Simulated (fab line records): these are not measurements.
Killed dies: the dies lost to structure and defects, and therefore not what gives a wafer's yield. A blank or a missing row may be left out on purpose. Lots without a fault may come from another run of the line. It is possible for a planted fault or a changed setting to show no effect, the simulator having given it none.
Which tool did it? | flow gf180mcu | Sampling: 12 lots, 36 wafers, 6 of 602 route steps

## WHAT EACH GAUGE READ, for each wafer
GF_V3_THK_MEAS_25: measures by xrf.
lot  | measured     | on            | V3_W_THK (nm)
L075 | day 22 21:05 | film_metro-01 | 372 373 372
L077 | day 23 06:50 | film_metro-02 | 361 360 355
L079 | day 24 12:11 | film_metro-02 | 363 364 368
L081 | day 25 13:33 | film_metro-02 | 352 351 356
L083 | day 25 23:47 | film_metro-01 | 369 367 371
L085 | day 26 15:55 | film_metro-02 | 357 356 353
L087 | day 27 01:47 | film_metro-01 | 370 371 368
L088 | day 27 15:43 | film_metro-03 | 383 375 375
L091 | day 28 03:50 | film_metro-03 | 379 378 376
L093 | day 28 09:23 | film_metro-03 | 377 377 373
L095 | day 29 04:04 | film_metro-01 | 373 370 369
L097 | day 29 15:06 | film_metro-02 | 363 365 362

## WHAT TOOL EACH LOT RAN ON (gives the tool, then ch and the chambers of the sampled wafers, and finally the start)
lot  | GF_V1_SPUTTER_22             | GF_V1_CVD_23                  | GF_M3_METAL_ETCH_16               | GF_M3_STRIP_17                       | GF_V3_SPUTTER_22
L075 | pvd_sputter-01, day 18 14:43 | cvd_w-02 ch 0,1, day 18 14:47 | rie_metal-02 ch 0, day 21 18:13   | plasma_asher-03 ch 0,1, day 21 18:22 | pvd_sputter-04, day 22 20:47
L077 | pvd_sputter-03, day 19 00:56 | cvd_w-02 ch 0,1, day 19 00:59 | rie_metal-03 ch 0,1, day 22 04:55 | plasma_asher-04 ch 0,1, day 22 05:02 | pvd_sputter-03, day 23 06:34
L079 | pvd_sputter-01, day 20 08:26 | cvd_w-01 ch 0, day 20 08:28   | rie_metal-03 ch 0,1, day 23 11:31 | plasma_asher-02 ch 0,1, day 23 11:37 | pvd_sputter-01, day 24 11:55
L081 | pvd_sputter-04, day 21 10:58 | cvd_w-02 ch 0,1, day 21 11:00 | rie_metal-04 ch 0,1, day 24 13:30 | plasma_asher-03 ch 0,1, day 24 13:40 | pvd_sputter-03, day 25 13:17
L083 | pvd_sputter-04, day 21 23:07 | cvd_w-01 ch 0, day 21 23:09   | rie_metal-02 ch 0,1, day 25 00:10 | plasma_asher-02 ch 0,1, day 25 00:17 | pvd_sputter-01, day 25 23:31
L085 | pvd_sputter-04, day 22 18:05 | cvd_w-01 ch 0,1, day 22 18:07 | rie_metal-02 ch 0,1, day 25 16:52 | plasma_asher-04 ch 0,1, day 25 16:59 | pvd_sputter-03, day 26 15:39
L087 | pvd_sputter-04, day 23 04:19 | cvd_w-02 ch 0,1, day 23 04:24 | rie_metal-02 ch 0,1, day 26 02:45 | plasma_asher-04 ch 0,1, day 26 02:52 | pvd_sputter-03, day 27 01:30
L088 | pvd_sputter-03, day 23 21:03 | cvd_w-02 ch 1, day 23 21:05   | rie_metal-04 ch 1, day 26 17:10   | plasma_asher-02 ch 0,1, day 26 17:17 | pvd_sputter-01, day 27 15:26
L091 | pvd_sputter-04, day 24 10:11 | cvd_w-02 ch 0,1, day 24 10:15 | rie_metal-02 ch 0,1, day 27 05:12 | plasma_asher-04 ch 0,1, day 27 05:19 | pvd_sputter-04, day 28 03:33
L093 | pvd_sputter-04, day 24 16:06 | cvd_w-02 ch 0,1, day 24 16:08 | rie_metal-04 ch 0,1, day 27 10:49 | plasma_asher-03 ch 1, day 27 10:55   | pvd_sputter-04, day 28 09:07
L095 | pvd_sputter-04, day 25 13:38 | cvd_w-01 ch 0,1, day 25 13:40 | rie_metal-02 ch 0,1, day 28 06:19 | plasma_asher-02 ch 0,1, day 28 06:26 | pvd_sputter-01, day 29 03:47
L097 | pvd_sputter-04, day 26 01:00 | cvd_w-01 ch 0,1, day 26 01:02 | rie_metal-04 ch 0, day 28 16:54   | plasma_asher-04 ch 0,1, day 28 17:01 | pvd_sputter-01, day 29 14:49
- GF_V1_SPUTTER_22: material TiN, target thk 10 nm, time 40 s.
- GF_V1_CVD_23: deposits W, target thk 350 nm, time 105.05 s.
- GF_M3_METAL_ETCH_16: etches the open film in Cl2/BCl3, stops on SiO2, target depth 627.5 nm, time 104.6 s.
- GF_M3_STRIP_17: strips in O2/N2.
- GF_V3_SPUTTER_22: material TiN, target thk 10 nm, time 40 s.

## THE ANSWER, worked out from the rows above alone
Rule: the lots themselves supply what counts as usual. The widest of any qualifying gaps counts: lots, ordered by their means at a reading, are off when they make up no more than a third of the lots, leave a main group of 4 or more, and stand apart from it by 3 or more times the standard deviation of that group's means. Not used: any main group whose means are identical at the precision the tables above print for the reading. Also off: a lot with no number at a reading for which 4 or more lots have one. Any other lot the step has rows for is counted as sound.
No lot is off on any of the readings shown, so nothing can be concluded from this.

## WHAT THE SIMULATOR HAD PUT IN
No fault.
